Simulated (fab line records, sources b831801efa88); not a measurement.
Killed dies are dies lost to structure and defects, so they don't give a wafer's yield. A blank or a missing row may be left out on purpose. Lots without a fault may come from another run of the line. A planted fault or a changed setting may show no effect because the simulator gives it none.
fab line records | flow sfq_line
record lots=14 wafers=42 last_day=96
route steps=325 shown I4@163 I7@306
lots that met no fault: from a run of the same line without faults
start_h: hours from the record's first day to the start of the lot's first wafer shown | wait_h: hours since the lot's step before | " the same as in the row above | L1.1+2: a row that stands for several wafers | - no value, or no start given | * or withheld: withheld | < > ~ a bound
route shown NAME@n: a module of which the file shows steps, and the number in the route of the first | usual: mean/standard deviation of fault-free wafers | same: alike in all rows | chamber/n: place in a boat | sites: the reading at each site | _std_site: their standard deviation | _edge_site: outer sites' mean less inner sites' | radius_mm: how far each site lies from the wafer's centre | mask NAME#n: copy n | behind: the tool/chamber that last shaped the wafer | hold: why the lot was held/for how many hours/how that ended | device: the transistor (n, p or np) that didn't switch | end of line: the same wafers' tests at the end of the route | a step without rows: its recipe alone | killed: dies lost to structure and defects at the first sort, not the wafer's yield | map: a wafer's dies, x killed, . not, _ none there
set.NAME: the setting as run; set.NAME@STEP: as run at that earlier step | model.NAME: the simulator's own value behind a step, which no gauge read
steps of the route over a sample of lots; a table a step, a row a wafer
services: from which hour (start_h, from the record's first day; less than 0 if before it) a tool's chamber was out of use, for how many hours, and why
## steps
# step SFQ_TRILAYER_I4_DEP_PECVD_099
# recipe material=SiO2 temp_c=150 time_s=111.11 pressure_torr=2.4 rf_w=183.3 precursor=SiH4/N2O target_thk_nm=500
# usual heater_power_w=80/11 rf_fwd_power_W=182.3/0.66 showerhead_vpp_V=852/29 throttle_valve_pct=23.5/0.83
# columns lot.wafer tool chamber start_h wait_h heater_power_w rf_fwd_power_W showerhead_vpp_V throttle_valve_pct
L764.1 pecvd-03 1 1043.80 0.0 93 182.7 826 24.3
L764.5 " 2 " " 94 182.1 832 24.0
L764.6 " 0 " " 55 182.0 919 23.8
L765.2 pecvd-01 1 1198.63 0.0 93 181.7 878 22.4
L765.3 " 0 " " 84 181.0 819 23.9
L765.4 " 2 " " 77 182.1 826 22.4
L767.1 pecvd-01 1 1215.87 0.0 96 181.8 872 22.9
L767.3 " 2 " " 78 182.2 821 22.4
L767.4 " 0 " " 80 181.2 832 24.2
L772.1 pecvd-01 2 1390.96 0.0 89 153.6 756 22.6
L772.4 " 0 " " 81 152.8 762 24.8
L772.6 " 1 " " 90 153.1 797 23.0
L774.1 pecvd-01 2 1404.27 0.0 78 153.2 759 22.5
L774.3 " 1 " " 100 153.8 809 22.8
L774.4 " 2 " " 84 153.1 758 22.6
L776.1 pecvd-02 2 1418.78 0.0 82 182.1 879 23.4
L776.2 " 1 " " 66 181.3 824 22.5
L776.4 " 2 " " 88 181.4 884 23.8
L778.1 pecvd-03 2 1425.49 0.0 94 182.7 837 24.2
L778.4 " 2 " " 80 183.0 854 24.1
L778.5 " 1 " " 89 182.9 842 24.7
L777.4 pecvd-02 2 1429.07 0.0 94 183.0 892 23.6
L777.5 " 0 " " 80 181.8 831 23.2
L777.6 " 1 " " 64 182.8 837 22.4
L780.1 pecvd-03 2 1456.89 0.0 96 183.8 837 24.0
L780.2 " 0 " " 68 182.0 906 24.1
L780.6 " 0 " " 71 181.8 908 24.3
L782.1 pecvd-03 1 1484.05 0.0 87 183.5 832 24.9
L782.3 " 2 " " 80 182.8 853 24.0
L782.6 " 0 " " 68 181.0 921 24.4
L783.3 pecvd-02 2 1490.97 0.0 95 181.5 869 23.4
L783.5 " 0 " " 81 182.0 821 23.8
L783.6 " 2 " " 95 181.6 883 23.5
L784.2 pecvd-02 2 1498.17 0.0 94 182.5 879 23.5
L784.4 " 1 " " 68 182.3 840 22.5
L784.6 " 0 " " 85 181.1 824 23.5
L785.4 pecvd-02 0 1503.01 0.0 70 182.9 823 23.6
L785.5 " 2 " " 91 182.7 881 23.7
L785.6 " 1 " " 68 183.0 841 22.4
L786.2 pecvd-02 0 1510.17 0.0 87 181.3 832 23.5
L786.5 " 1 " " 67 182.5 840 22.8
L786.6 " 2 " " 92 182.0 888 23.5
# step SFQ_TRILAYER_I4_CMP_CMP_100
# recipe material=SiO2 down_force_psi=3 platen_rpm=60 pad_velocity_m_s=0.94248
# usual motor_current_A=10.1/1 time_to_endpoint_s=216/6.4
# columns lot.wafer tool chamber start_h wait_h motor_current_A time_to_endpoint_s
L764.1 cmp-02 1 1048.33 4.5 11.9 203
L764.6 " 2 " " 11.2 211
L764.5 " 3 " " 9.3 215
L765.3 cmp-02 2 1199.21 0.5 11.1 216
L765.2 " 3 " " 9.1 216
L765.4 " 0 " " 8.8 216
L767.4 cmp-01 3 1217.81 1.9 9.7 228
L767.1 " 0 " " 9.7 224
L767.3 " 1 " " 10.1 214
L772.4 cmp-01 1 1392.64 1.6 9.2 205
L772.1 " 2 " " 10.8 197
L772.6 " 1 1394.64 3.6 9.7 203
L774.4 cmp-02 1 1404.83 0.5 11.6 197
L774.3 " 2 " " 11.0 197
L774.1 " 0 1406.33 2.0 8.7 196
L776.2 cmp-02 2 1421.86 3.0 11.0 204
L776.4 " 0 1422.86 4.0 9.0 216
L776.1 " 1 " " 11.8 208
L778.1 cmp-01 3 1435.37 9.8 9.9 211
L778.4 " 2 1436.87 11.3 10.8 227
L778.5 " 0 1437.87 12.3 9.3 224
L777.4 cmp-02 0 1444.21 15.1 9.0 216
L777.5 " 0 1446.21 17.1 8.2 213
L777.6 " 1 " " 11.9 217
L780.2 cmp-01 0 1473.04 16.1 9.9 206
L780.1 " 1 " " 9.1 209
L780.6 " 0 1475.20 18.2 9.8 211
L782.3 cmp-02 2 1497.00 12.9 11.2 204
L782.1 " 3 " " 9.3 213
L782.6 " 1 1498.50 14.4 11.5 212
L783.3 cmp-02 1 1503.00 12.0 11.4 206
L783.6 " 3 1504.00 13.0 9.2 212
L783.5 " 0 " " 8.8 213
L784.2 cmp-01 1 1508.03 9.8 9.7 219
L784.4 " 2 " " 10.9 229
L784.6 " 1 1510.03 11.8 9.2 218
L785.4 cmp-02 3 1514.50 11.5 9.1 222
L785.5 " 2 1516.00 13.0 11.5 218
L785.6 " 3 " " 9.7 219
L786.2 cmp-02 2 1520.00 9.8 11.5 214
L786.6 " 2 1522.00 11.8 10.6 225
L786.5 " 3 " " 9.4 215
# step SFQ_I7_OVL_MEAS_947
# usual I7_OVL=-2/5.9
# columns lot.wafer tool chamber start_h wait_h I7_OVL[nm]
L764.1 overlay-02 - 2061.46 0.1 3
L764.5 " - " " 2
L764.6 " - " " 3
L765.2 overlay-02 - 2066.26 0.1 -2
L765.3 " - " " -2
L765.4 " - " " -3
L767.1 overlay-02 - 2075.46 0.1 -3
L767.3 " - " " -2
L767.4 " - " " -4
L772.1 overlay-01 - 2122.52 0.1 4
L772.4 " - " " 10
L772.6 " - " " 3
L774.1 overlay-01 - 2129.72 0.1 -8
L774.3 " - " " -11
L774.4 " - " " -9
L776.1 overlay-02 - 2138.12 0.1 6
L776.2 " - " " 2
L776.4 " - " " 6
L778.1 overlay-02 - 2147.72 0.1 3
L778.4 " - " " 5
L778.5 " - " " 0
L777.4 overlay-01 - 2152.66 0.1 -3
L777.5 " - " " 2
L777.6 " - " " -6
L780.1 overlay-02 - 2161.80 0.1 2
L780.2 " - " " 0
L780.6 " - " " 1
L782.1 overlay-02 - 2164.70 0.1 2
L782.3 " - " " -12
L782.6 " - " " -1
L783.3 overlay-02 - 2165.91 0.1 -3
L783.5 " - " " -2
L783.6 " - " " -5
L784.2 overlay-02 - 2194.26 0.1 -9
L784.4 " - " " -5
L784.6 " - " " -14
L785.4 overlay-02 - 2215.64 0.1 -2
L785.5 " - " " 2
L785.6 " - " " 1
L786.2 overlay-01 - 2220.23 0.1 -12
L786.5 " - " " -5
L786.6 " - " " -10
## services
# columns tool chamber start_h hours kind
pecvd-02 - 1045.16 1.0 repair
cmp-01 - 1059.62 10.0 repair
cmp-02 - 1072.80 0.6 repair
cmp-02 - 1074.82 1.1 repair
cmp-01 - 1087.63 4.0 pm
cmp-02 - 1091.83 3.9 pm
cmp-01 - 1097.90 1.4 repair
cmp-01 - 1131.10 10.9 repair
cmp-01 - 1152.66 0.2 repair
pecvd-02 - 1193.00 2.8 pm
pecvd-02 0 1197.62 6.2 repair
cmp-02 - 1224.24 1.5 repair
cmp-01 - 1250.48 4.0 pm
cmp-01 - 1255.09 0.8 repair
cmp-02 - 1258.09 4.0 pm
pecvd-02 - 1258.28 1.6 repair
cmp-02 - 1309.86 1.5 repair
pecvd-02 - 1316.75 14.0 pm
cmp-02 - 1316.89 6.2 pm
cmp-02 - 1409.61 1.6 repair
cmp-02 - 1410.09 2.8 repair
cmp-01 - 1428.37 4.0 pm
cmp-02 - 1443.45 0.5 repair
cmp-01 - 1456.64 2.1 repair
## key
first_sign step=SFQ_TRILAYER_I4_DEP_PECVD_099 reading=rf_fwd_power_W direction=down sigmas=44 usual=182.3 struck=153.3
effect step=SFQ_TRILAYER_I4_DEP_PECVD_099 reading=showerhead_vpp_V direction=down sigmas=2.7 usual=852 struck=773
effect step=SFQ_TRILAYER_I4_CMP_CMP_100 reading=time_to_endpoint_s direction=down sigmas=2.7 usual=* struck=*
met_at SFQ_TRILAYER_I4_DEP_PECVD_099
struck_lots L772,L774
not_acting_at SFQ_I7_OVL_MEAS_947
onset_between 1215.87 1390.96
fault kind=process_parameter_drift tool=pecvd-01 chamber=- onset_h=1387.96 steps=SFQ_TRILAYER_I4_DEP_PECVD_099 channel=rf_w offset=-29.328 shape=step end_h=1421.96 acts_in=these_recipes_only stated=183.3
